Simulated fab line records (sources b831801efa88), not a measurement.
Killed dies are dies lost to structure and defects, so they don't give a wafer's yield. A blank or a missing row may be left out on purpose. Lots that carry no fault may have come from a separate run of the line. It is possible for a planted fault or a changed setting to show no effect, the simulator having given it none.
fab line records	flow sky130
record lots=5	wafers=15	last_day=50
route steps=708 shown CONTACT@422 METAL1@434 PAD_OPEN@708
lots with no fault: from the same line, run without faults
start_h: start of the lot's first displayed wafer, in hours after the record's first day	wait_h: hours from the lot's prior step to this one	" same as the row above	L1.1+2: a single row standing in for several wafers	- no value present, or no start provided	* or withheld: withheld	< > ~ a bound
route shown NAME@n: names a module that has steps shown in the file, with the first one's number in the route	usual: the fault-free wafers' mean and standard deviation	same: alike in all rows	chamber/n: place in a boat	sites: each site's reading	_std_site: the values' standard deviation	_edge_site: mean of outer sites minus mean of inner sites	radius_mm: for every site, how far away it sits from the centre of the wafer	mask NAME#n: copy n	behind: the tool/chamber that last shaped the wafer	hold: why the lot was held/for how many hours/how that ended	device: which transistor (n, p or np) failed to switch	end of line: at the end of the route, the tests of the same wafers	step lacking rows: just its recipe	killed: at the first sort, the dies lost to defects and structure; wafer yield is something else	map: per-die view of a wafer (x killed, . not killed, _ where there is no die)
set.NAME: setting as actually run; set.NAME@STEP: the setting as run at that earlier step	model.NAME: the simulator's own value behind a step, which no gauge read
a table for each step, a row for each wafer; lots at some steps of the route
services: a tool's chamber out of use, with start hour (start_h, from the record's first day; less than 0 if before it), hours out, and reason
## steps
# step SKY_CONTACT_ETCH_16
# recipe chemistry=N2/H2	target=BARC	ion_energy_ev=200	source_w=500	bias_w=100	pressure_mtorr=30	n2_flow_sccm=100	h2_flow_sccm=200	stop_on=SiO2	time_s=45.9	target_depth_a=600
# usual drypump_motor_current_A=5.7/0.57	oes_product_au=0.855/0.0052	throttle_valve_pct=13.226/0.0088
# same time_s=45.9
lot.wafer	tool	chamber	start_h	wait_h	drypump_motor_current_A	oes_product_au	rf_hours_counter_h	throttle_valve_pct
L917.1	rie_diel-01	2	747.18	0.0	5.3	0.855	16	13.216
L917.4	"	1	"	"	4.7	0.850	18	13.221
L917.6	"	1	"	"	4.7	0.861	-	13.236
L922.3	rie_diel-02	3	784.39	0.0	6.2	0.849	14	13.235
L922.4	"	2	"	"	6.3	0.864	5	13.212
L922.6	"	3	"	"	6.2	0.860	-	13.208
L925.1	rie_diel-02	3	795.96	0.0	6.2	0.858	15	13.209
L925.2	"	2	"	"	6.3	0.857	5	13.225
L925.4	"	1	"	"	6.0	0.849	6	13.214
L934.1	rie_diel-01	0	863.79	0.0	6.5	0.853	13	13.223
L934.3	"	3	"	"	5.4	0.859	8	13.236
L934.5	"	1	"	"	4.6	0.850	-	13.214
L939.2	rie_diel-02	2	897.52	0.0	6.3	0.855	8	13.235
L939.4	"	2	"	"	6.3	0.854	-	13.232
L939.6	"	0	"	"	5.9	0.859	-	13.218
# step SKY_CONTACT_ETCH_17
# recipe target=SiO2	chemistry=C4F8/O2/Ar	stop_on=Si3N4	mask_material=KrF-thick	source_w=1500	bias_w=1200	pressure_mtorr=40	c4f8_flow_sccm=withheld	O2_flow_sccm=6	Ar_flow_sccm=300	time_s=withheld	target_depth_a=3400
# usual oes_product_au=0.891/0.0046
lot.wafer	tool	chamber	start_h	wait_h	oes_product_au
L917.1	rie_diel-01	2	747.23	0.0	0.891
L917.4	"	1	"	"	0.889
L917.6	"	1	"	"	0.887
L922.3	rie_diel-02	3	784.44	0.0	0.893
L922.4	"	2	"	"	0.892
L922.6	"	3	"	"	0.898
L925.1	rie_diel-02	3	796.00	0.0	0.892
L925.2	"	2	"	"	0.893
L925.4	"	1	"	"	0.897
L934.1	rie_diel-01	0	863.83	0.0	0.896
L934.3	"	3	"	"	0.892
L934.5	"	1	"	"	0.901
L939.2	rie_diel-02	2	897.57	0.0	0.896
L939.4	"	2	"	"	0.885
L939.6	"	0	"	"	0.894
# step SKY_CONTACT_ETCH_18
# recipe target=Si3N4	chemistry=CHF3/O2	stop_on=TiN	source_w=600	bias_w=200	pressure_mtorr=40	chf3_flow_sccm=50	O2_flow_sccm=5	time_s=39	target_depth_a=750
# step SKY_CONTACT_STRIP_19
# recipe chemistry=O2/N2	power_w=1400	pressure_mtorr=1500	platen_temp_c=withheld	o2_flow_sccm=3000	n2_flow_sccm=300	overash_fraction=0.5
# step SKY_CONTACT_STRIP_20
# recipe chemistry=post_etch_residue_remover	time_s=1200	temp_c=72.5
# step SKY_CONTACT_CLEAN_21
# recipe chemistry=IPA	time_s=180	temp_c=25
# step SKY_CONTACT_CLEAN_22
# recipe chemistry=O3/DIW	dry=n2_spin
# step SKY_CONTACT_SPUTTER_23
# recipe material=TiN	target_thk_nm=20	chamber_pressure_pa=5	power_w=4000	time_s=80
# step SKY_CONTACT_CVD_24
# recipe material=W	target_thk_nm=340	time_s=102.12	temp_c=400	pressure_torr=40
# usual chamber_pressure_Torr=40.00/0.084	heater_power_w=855/78
# same time_s=102.12
lot.wafer	tool	chamber	start_h	wait_h	chamber_pressure_Torr	heater_power_w
L917.1	cvd_w-02	1	747.97	0.0	40.05	754
L917.4	"	1	"	"	40.06	731
L917.6	"	1	"	"	40.11	751
L922.3	cvd_w-02	1	785.65	0.1	40.04	738
L922.4	"	0	"	"	40.02	955
L922.6	"	0	"	"	40.05	931
L925.1	cvd_w-02	1	796.78	0.0	40.05	739
L925.2	"	0	"	"	39.98	950
L925.4	"	0	"	"	40.06	934
L934.1	cvd_w-02	1	864.57	0.0	40.05	748
L934.3	"	1	"	"	39.87	753
L934.5	"	1	"	"	39.84	765
L939.2	cvd_w-01	0	898.35	0.0	40.12	836
L939.4	"	0	"	"	40.16	832
L939.6	"	0	"	"	40.15	846
# step SKY_CONTACT_RS_MEAS_25
# recipe thk_meas_gauge=four-point-probe	reads=W_of_CONTACT_CVD_24+TiN_of_CONTACT_SPUTTER_23
# usual CONTACT_W_RS=0.338/0.0046
lot.wafer	tool	chamber	start_h	wait_h	CONTACT_W_RS[ohm/sq]
L917.1	film_metro-02	-	748.08	0.1	0.343
L917.4	"	-	"	"	0.348
L917.6	"	-	"	"	0.345
L922.3	film_metro-01	-	785.76	0.1	0.344
L922.4	"	-	"	"	0.340
L922.6	"	-	"	"	0.340
L925.1	film_metro-01	-	796.89	0.1	0.343
L925.2	"	-	"	"	0.339
L925.4	"	-	"	"	0.337
L934.1	film_metro-01	-	864.68	0.1	0.344
L934.3	"	-	"	"	0.340
L934.5	"	-	"	"	0.346
L939.2	film_metro-02	-	898.48	0.1	0.339
L939.4	"	-	"	"	0.334
L939.6	"	-	"	"	0.335
# step SKY_CONTACT_THK_MEAS_26
# recipe thk_meas_gauge=xrf	reads=W_of_CONTACT_CVD_24
# usual CONTACT_W_THK=342/5.2
lot.wafer	tool	chamber	start_h	wait_h	CONTACT_W_THK[nm]
L917.1	film_metro-02	-	748.20	0.1	337
L917.4	"	-	"	"	333
L917.6	"	-	"	"	335
L922.3	film_metro-01	-	785.86	0.1	338
L922.4	"	-	"	"	341
L922.6	"	-	"	"	339
L925.1	film_metro-01	-	797.01	0.1	336
L925.2	"	-	"	"	344
L925.4	"	-	"	"	342
L934.1	film_metro-01	-	864.80	0.1	334
L934.3	"	-	"	"	338
L934.5	"	-	"	"	331
L939.2	film_metro-02	-	898.59	0.1	343
L939.4	"	-	"	"	345
L939.6	"	-	"	"	346
# step SKY_CONTACT_CMP_27
# recipe stop_on=SiO2	t_overpolish_s=15	down_force_psi=3.5	platen_rpm=60	target_thk_nm=0	pad_velocity_m_s=0.94248
# usual motor_current_A=10.6/0.98	overpolish_run_s=15.000/0.0092	slurry_filter_dp_kPa=13.49/0.14	time_to_endpoint_s=82/3.3
lot.wafer	tool	chamber	start_h	wait_h	motor_current_A	overpolish_run_s	slurry_filter_dp_kPa	time_to_endpoint_s
L917.1	cmp-02	2	748.36	0.1	11.7	15.007	13.61	85
L917.4	"	3	"	"	10.1	15.003	13.70	81
L917.6	"	0	"	"	9.3	15.008	13.55	81
L922.3	cmp-01	1	785.90	0.0	11.5	15.007	13.34	78
L922.4	"	2	"	"	10.2	14.987	13.58	84
L922.6	"	2	"	"	9.9	15.002	13.59	84
L925.2	cmp-02	0	797.12	0.1	9.3	15.007	13.33	82
L925.4	"	1	"	"	10.6	15.005	13.16	81
L925.1	"	2	"	"	11.0	14.980	13.44	83
L934.1	cmp-02	3	864.86	0.1	10.9	14.990	13.37	79
L934.3	"	0	"	"	9.4	15.010	13.53	78
L934.5	"	3	"	"	11.0	15.005	13.65	81
L939.4	cmp-01	0	898.64	0.0	8.9	15.000	13.40	83
L939.2	"	1	"	"	11.9	14.994	13.56	86
L939.6	"	0	"	"	9.7	15.002	13.41	84
# step SKY_METAL1_SPUTTER_00
# recipe material=Ti	target_thk_nm=15	power_w=3000	time_s=10	chamber_pressure_pa=0.4
# usual chamber_pressure_pa=0.3999/0.00079	throttle_valve_pct=30.1/1.2
# same time_s=10
lot.wafer	tool	chamber	start_h	wait_h	chamber_pressure_pa	throttle_valve_pct	model.Ti_of_METAL1_SPUTTER_00.thk_nm
L917.1	pvd_sputter-01	-	748.56	0.1	0.3995	30.9	15.18
L917.4	"	-	"	"	0.4014	30.8	15.15
L917.6	"	-	"	"	0.3996	31.9	15.18
L922.3	pvd_sputter-02	-	786.20	0.2	0.3991	29.8	15.25
L922.4	"	-	"	"	0.4004	29.3	15.36
L922.6	"	-	"	"	0.3991	29.5	15.22
L925.1	pvd_sputter-02	-	797.37	0.1	0.3375	29.1	15.51
L925.2	"	-	"	"	0.3995	30.0	15.27
L925.4	"	-	"	"	0.3999	29.4	15.42
L934.1	pvd_sputter-01	-	865.16	0.2	0.3990	31.3	14.99
L934.3	"	-	"	"	0.4010	32.1	14.74
L934.5	"	-	"	"	0.3992	31.0	14.81
L939.2	pvd_sputter-02	-	898.94	0.2	0.4001	27.2	15.05
L939.4	"	-	"	"	0.4012	26.9	15.28
L939.6	"	-	"	"	0.3994	29.7	15.33
# step SKY_METAL1_SPUTTER_01
# recipe material=TiN	target_thk_nm=20	power_w=6500	time_s=16.7	chamber_pressure_pa=0.4
# usual chamber_pressure_pa=0.4000/0.001	throttle_valve_pct=30.1/1.3
# same time_s=16.7
lot.wafer	tool	chamber	start_h	wait_h	chamber_pressure_pa	throttle_valve_pct
L917.1	pvd_sputter-01	-	748.58	0.0	0.4000	31.1
L917.4	"	-	"	"	0.4008	31.1
L917.6	"	-	"	"	0.4005	31.8
L922.3	pvd_sputter-02	-	786.23	0.0	0.3992	30.2
L922.4	"	-	"	"	0.4007	29.5
L922.6	"	-	"	"	0.4009	29.6
L925.1	pvd_sputter-02	-	797.39	0.0	0.4004	26.9
L925.2	"	-	"	"	0.3990	30.0
L925.4	"	-	"	"	0.4007	29.3
L934.1	pvd_sputter-01	-	865.18	0.0	0.3998	31.2
L934.3	"	-	"	"	0.3992	31.6
L934.5	"	-	"	"	0.3991	31.2
L939.2	pvd_sputter-02	-	898.96	0.0	0.4013	27.1
L939.4	"	-	"	"	0.4011	26.8
L939.6	"	-	"	"	0.4001	29.6
# step SKY_PAD_OPEN_PROBE_99
# usual defect_limited_yield=82.3/2	killed_at_M0_to_M3=43/7.1	killed_at_M4_up=3/1.7	killed_at_contacts=25/5.6	killed_at_front_end=16/4.1	killed_at_other=0.2/0.49	killed_dies=87/9.8	killed_on_rim=17/3.8	killed_open=47/7.6	killed_short=40/6.1	sort_bin_3_pad_short=0.9/0.44	sort_bin_5_function=10.5/1.6	sort_bin_6_memory=6.3/1	sort_n_pass=405/9.8	sort_yield_pct=82.3/2
# same gross_dies=492	killed_at_back_side=0	sort_bin_4_leakage[%]=0	sort_bin_8_speed[%]=0
lot.wafer	tool	chamber	start_h	wait_h	defect_limited_yield[%]	killed_at_M0_to_M3	killed_at_M4_up	killed_at_contacts	killed_at_front_end	killed_at_other	killed_dies	killed_on_rim	killed_open	killed_short	sort_bin_3_pad_short[%]	sort_bin_5_function[%]	sort_bin_6_memory[%]	sort_n_pass	sort_yield_pct[%]
L917.1	prober-01	-	1085.42	0.1	80.1	51	6	23	17	1	98	17	57	41	0.8	13.4	5.7	394	80.1
L917.4	prober-01	-	1085.57	0.2	79.1	40	3	40	19	1	103	17	64	39	1.2	11.8	7.9	389	79.1
L917.6	prober-01	-	1085.67	0.2	80.5	40	6	28	21	1	96	19	54	42	1.4	10.4	7.7	396	80.5
L922.3	prober-01	-	1113.42	0.2	83.3	41	1	27	13	0	82	22	47	35	0.8	9.1	6.7	410	83.3
L922.4	prober-01	-	1113.47	0.2	81.9	48	3	24	13	1	89	17	48	41	0.8	11.6	5.7	403	81.9
L922.6	prober-01	-	1113.57	0.2	79.7	60	2	27	11	0	100	23	54	46	0.8	13.2	6.3	392	79.7
L925.1	prober-01	-	1121.14	0.1	85.6	36	6	16	12	1	71	14	34	37	0.6	7.3	6.5	421	85.6
L925.2	prober-01	-	1121.19	0.1	85.2	34	2	23	13	1	73	10	34	39	0.6	9.1	5.1	419	85.2
L925.4	prober-01	-	1121.29	0.2	84.1	29	5	27	17	0	78	18	37	41	1.0	8.3	6.5	414	84.1
L934.1	prober-01	-	1169.57	0.1	80.5	51	0	27	18	0	96	24	52	44	0.6	13.4	5.5	396	80.5
L934.3	prober-01	-	1169.67	0.2	84.6	30	6	21	19	0	76	10	39	37	1.4	10.2	3.9	416	84.6
L934.5	prober-01	-	1169.77	0.2	78.3	59	3	25	20	0	107	23	56	51	1.4	12.8	7.5	385	78.3
L939.2	prober-02	-	1192.04	0.1	84.1	37	2	19	20	0	78	12	29	49	1.4	9.8	4.7	414	84.1
L939.4	prober-02	-	1192.14	0.2	85.0	38	3	21	12	0	74	17	42	32	1.0	9.1	4.9	418	85.0
L939.6	prober-02	-	1192.24	0.2	85.2	42	2	15	14	0	73	12	40	33	0.4	10.4	4.1	419	85.2
# killed by level:class
L917.1 CONTACT:geometric_particle:open=12 VIA3:geometric_particle:open=11 METAL2:geometric_particle:short=8 VIA1:geometric_particle:open=7 VIA1:geometric_particle:short=6 FIELD_ISO:geometric_particle:open=5 VIA2:geometric_particle:open=5 METAL4:geometric_particle:short=5
L917.4 CONTACT:geometric_particle:open=14 LI_CONTACT:geometric_particle:open=12 VIA1:geometric_particle:open=8 VIA3:geometric_particle:open=7 LOCAL_INTERCONNECT:geometric_particle:short=7 METAL2:geometric_particle:short=7 VIA2:geometric_particle:open=7 POLY_GATE:geometric_particle:open=6
L917.6 LI_CONTACT:geometric_particle:open=13 VIA1:geometric_particle:open=11 POLY_GATE:geometric_particle:open=8 POLY_GATE:geometric_particle:short=5 VIA1:geometric_particle:short=5 VIA2:geometric_particle:open=5 FIELD_ISO:geometric_particle:open=4 LOCAL_INTERCONNECT:geometric_particle:short=4
L922.3 CONTACT:geometric_particle:open=14 VIA1:geometric_particle:open=9 METAL2:geometric_particle:short=6 VIA3:geometric_particle:open=6 POLY_GATE:geometric_particle:open=4 LI_CONTACT:geometric_particle:open=4 LOCAL_INTERCONNECT:geometric_particle:short=4 CONTACT:geometric_particle:short=4
L922.4 VIA1:geometric_particle:open=13 VIA2:geometric_particle:open=11 CONTACT:geometric_particle:open=8 LOCAL_INTERCONNECT:geometric_particle:short=5 CONTACT:geometric_particle:short=5 VIA1:geometric_particle:short=5 FIELD_ISO:geometric_particle:short=4 LI_CONTACT:geometric_particle:open=4
L922.6 VIA3:geometric_particle:open=13 VIA2:geometric_particle:open=11 CONTACT:geometric_particle:open=9 VIA1:geometric_particle:short=8 LI_CONTACT:geometric_particle:open=7 VIA1:geometric_particle:open=7 POLY_GATE:geometric_particle:short=6 METAL1:geometric_particle:short=6
L925.1 LI_CONTACT:geometric_particle:open=7 VIA2:geometric_particle:open=7 VIA1:geometric_particle:open=6 METAL2:geometric_particle:short=5 FIELD_ISO:geometric_particle:short=4 POLY_GATE:geometric_particle:short=4 METAL1:geometric_particle:short=4 VIA3:geometric_particle:short=4
L925.2 LOCAL_INTERCONNECT:geometric_particle:short=8 FIELD_ISO:geometric_particle:short=6 VIA2:geometric_particle:open=6 CONTACT:geometric_particle:open=6 VIA3:geometric_particle:open=5 VIA1:geometric_particle:open=5 POLY_GATE:geometric_particle:open=4 LI_CONTACT:geometric_particle:open=4
L925.4 FIELD_ISO:geometric_particle:open=6 LI_CONTACT:geometric_particle:short=6 CONTACT:geometric_particle:short=6 CONTACT:geometric_particle:open=6 VIA3:geometric_particle:open=6 POLY_GATE:geometric_particle:short=5 LI_CONTACT:geometric_particle:open=5 METAL1:geometric_particle:short=4
L934.1 VIA2:geometric_particle:open=10 CONTACT:geometric_particle:open=10 METAL1:geometric_particle:short=8 VIA1:geometric_particle:short=8 METAL2:geometric_particle:short=8 VIA3:geometric_particle:open=6 VIA1:geometric_particle:open=6 FIELD_ISO:geometric_particle:short=5
L934.3 VIA1:geometric_particle:open=7 VIA2:geometric_particle:open=6 CONTACT:geometric_particle:short=6 LI_CONTACT:geometric_particle:open=5 CONTACT:geometric_particle:open=5 METAL2:geometric_particle:short=4 VIA1:geometric_particle:short=4 FIELD_ISO:geometric_particle:open=3
L934.5 VIA2:geometric_particle:open=16 METAL1:geometric_particle:short=10 METAL2:geometric_particle:short=8 LI_CONTACT:geometric_particle:open=7 CONTACT:geometric_particle:open=7 CONTACT:geometric_particle:short=5 VIA2:geometric_particle:short=5 VIA3:geometric_particle:open=5
L939.2 POLY_GATE:geometric_particle:short=8 METAL1:geometric_particle:short=7 LI_CONTACT:geometric_particle:open=6 VIA2:geometric_particle:short=5 LOCAL_INTERCONNECT:geometric_particle:short=5 CONTACT:geometric_particle:open=5 VIA1:geometric_particle:short=5 POLY_GATE:geometric_particle:open=4
L939.4 CONTACT:geometric_particle:open=10 VIA1:geometric_particle:open=7 METAL1:geometric_particle:short=5 METAL2:geometric_particle:short=5 FIELD_ISO:geometric_particle:open=4 POLY_GATE:geometric_particle:open=4 LI_CONTACT:geometric_particle:short=4 METAL2:geometric_particle:open=4
L939.6 METAL1:geometric_particle:short=8 VIA3:geometric_particle:open=8 METAL2:geometric_particle:short=7 VIA1:geometric_particle:open=7 CONTACT:geometric_particle:open=7 FIELD_ISO:geometric_particle:short=4 VIA1:geometric_particle:short=4 VIA2:geometric_particle:open=4
## services
tool	chamber	start_h	hours	kind
rie_diel-01	1	725.79	14.4	repair
rie_diel-02	3	750.44	2.4	repair
rie_diel-01	0	757.15	8.7	repair
rie_diel-02	3	759.89	5.4	repair
cvd_w-02	-	771.06	1.6	repair
cmp-01	-	773.26	1.7	repair
cvd_w-01	-	775.66	28.1	pm
cvd_w-02	-	779.96	0.8	repair
cmp-02	-	784.68	4.0	pm
rie_diel-02	-	801.11	1.2	repair
cmp-02	-	802.37	3.8	repair
pvd_sputter-02	-	812.56	2.7	repair
rie_diel-02	2	821.93	2.3	repair
cmp-01	-	822.94	3.6	pm
cmp-02	-	827.09	6.3	pm
cmp-01	-	831.97	3.4	repair
rie_diel-02	3	832.49	1.4	repair
pvd_sputter-01	-	835.41	3.3	repair
rie_diel-02	0	849.59	16.8	repair
cmp-01	-	854.05	3.3	pm
rie_diel-02	2	885.00	10.0	repair
pvd_sputter-02	0	886.19	-	consumable_replace:kit
pvd_sputter-02	0	886.19	18.0	scheduled_down
pvd_sputter-02	0	886.19	18.0	vent_cycle
## key
first_sign step=SKY_METAL1_SPUTTER_00	reading=chamber_pressure_pa	direction=down	sigmas=79	usual=0.3999	struck=0.3375
effect none on later readings
model_effect step=SKY_METAL1_SPUTTER_00	value=Ti_of_METAL1_SPUTTER_00.thk_nm	without=15.16	struck=15.51
met_at SKY_METAL1_SPUTTER_00
struck_wafers L925.1
fault kind=process_parameter_drift	tool=pvd_sputter-02	chamber=-	onset_h=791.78	steps=SKY_METAL1_SPUTTER_00	channel=chamber_pressure_pa	offset=-0.061883	shape=step	end_h=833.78	acts_in=these_recipes_only	stated=0.4	scope=struck_wafers_only
